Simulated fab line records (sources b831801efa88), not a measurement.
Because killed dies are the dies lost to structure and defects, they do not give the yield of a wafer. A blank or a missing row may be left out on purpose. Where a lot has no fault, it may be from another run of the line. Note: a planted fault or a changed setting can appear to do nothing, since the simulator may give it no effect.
What tool caused it? + flow sky130 + 12 lots with 35 wafers sampled at 2 steps, on a route of 708 steps

WHAT THE GAUGES SHOWED, per wafer
SKY_SONOS_ONO_OVL_MEAS_14.
| lot  | measured     | on         | SONOS_ONO_OVL (nm) |
|------|--------------|------------|--------------------|
| L827 | day 12 19:52 | overlay-02 | -2.0 -0.1 -1.6     |
| L828 | day 13 04:45 | overlay-01 | -1.4 -0.1 0.8      |
| L829 | day 13 11:08 | overlay-02 | 0.2 1.1 -0.7       |
| L830 | day 14 07:41 | overlay-02 | 0.8 0.1 1.6        |
| L838 | day 16 16:02 | overlay-02 | 1.1 -0.5           |
| L842 | day 18 01:05 | overlay-01 | -1.0 -1.8 -2.2     |
| L844 | day 18 22:03 | overlay-01 | 0.9 -0.9 -1.4      |
| L845 | day 19 07:11 | overlay-01 | -0.1 -0.2 0.9      |
| L846 | day 19 10:59 | overlay-02 | -0.2 -0.7 -1.2     |
| L847 | day 19 19:45 | overlay-01 | -0.4 -0.5 2.9      |
| L848 | day 20 02:53 | overlay-02 | -3.6 -5.0 -2.3     |
| L849 | day 20 08:14 | overlay-02 | 2.4 1.9 0.1        |

SKY_GATE_OXIDE_OVL_MEAS_10.
| lot  | measured     | on         | GATE_OXIDE_OVL (nm) |
|------|--------------|------------|---------------------|
| L827 | day 13 22:47 | overlay-02 | -1.5 -0.2 -0.7      |
| L828 | day 14 09:17 | overlay-02 | -0.6 -1.1 0.0       |
| L829 | day 14 16:13 | overlay-01 | -0.3 1.4 -0.2       |
| L830 | day 15 12:53 | overlay-02 | -3.1 -3.7 -0.7      |
| L838 | day 18 00:32 | overlay-02 | -1.2 0.2            |
| L842 | day 19 09:49 | overlay-01 | -0.8 1.1 -2.5       |
| L844 | day 20 08:47 | overlay-02 | 1.5 1.3 0.1         |
| L845 | day 20 16:07 | overlay-02 | 1.5 1.3 -0.2        |
| L846 | day 20 20:58 | overlay-01 | 0.4 -1.6 -0.9       |
| L847 | day 21 05:56 | overlay-02 | 2.4 3.7 -0.1        |
| L848 | day 21 11:14 | overlay-01 | -1.3 -1.8 -1.2      |
| L849 | day 21 17:26 | overlay-02 | 0.6 1.8 -0.1        |

TOOL THAT RAN EACH LOT (tool first, then ch and the chambers of the sampled wafers, then the start)
The record shows no process step preceding these readings.

AS READ BY THE TOOLS THEMSELVES (means over the sampled wafers that have a number; for cases with no such wafer, the mark the record gives instead)
The record holds no such reading with a usual standard deviation.

THE ANSWER, worked out from the rows above alone
Rule: the lots themselves supply what counts as usual. Put in order of their means at a reading, lots are off if they are a third of the lots or fewer, leave a main group of 4 or more, and stand apart from it by a gap of 3 or more times the standard deviation of the main group's means; of several such gaps the widest counts. A main group is skipped when, at the precision printed for the reading in the tables above, its means are all equal. Also off: a lot with no number at a reading for which 4 or more lots have one. All remaining lots with rows at the step are treated as sound. First the gauges in route order, then the tools' own readings, where a lot's mean is used as printed above. At the first step where some lot is off, the reading lying furthest off is the one used; lots without a number count as furthest.
No lot is off on any of the readings shown, so nothing can be concluded from this.

WHAT THE SIMULATOR PUT IN
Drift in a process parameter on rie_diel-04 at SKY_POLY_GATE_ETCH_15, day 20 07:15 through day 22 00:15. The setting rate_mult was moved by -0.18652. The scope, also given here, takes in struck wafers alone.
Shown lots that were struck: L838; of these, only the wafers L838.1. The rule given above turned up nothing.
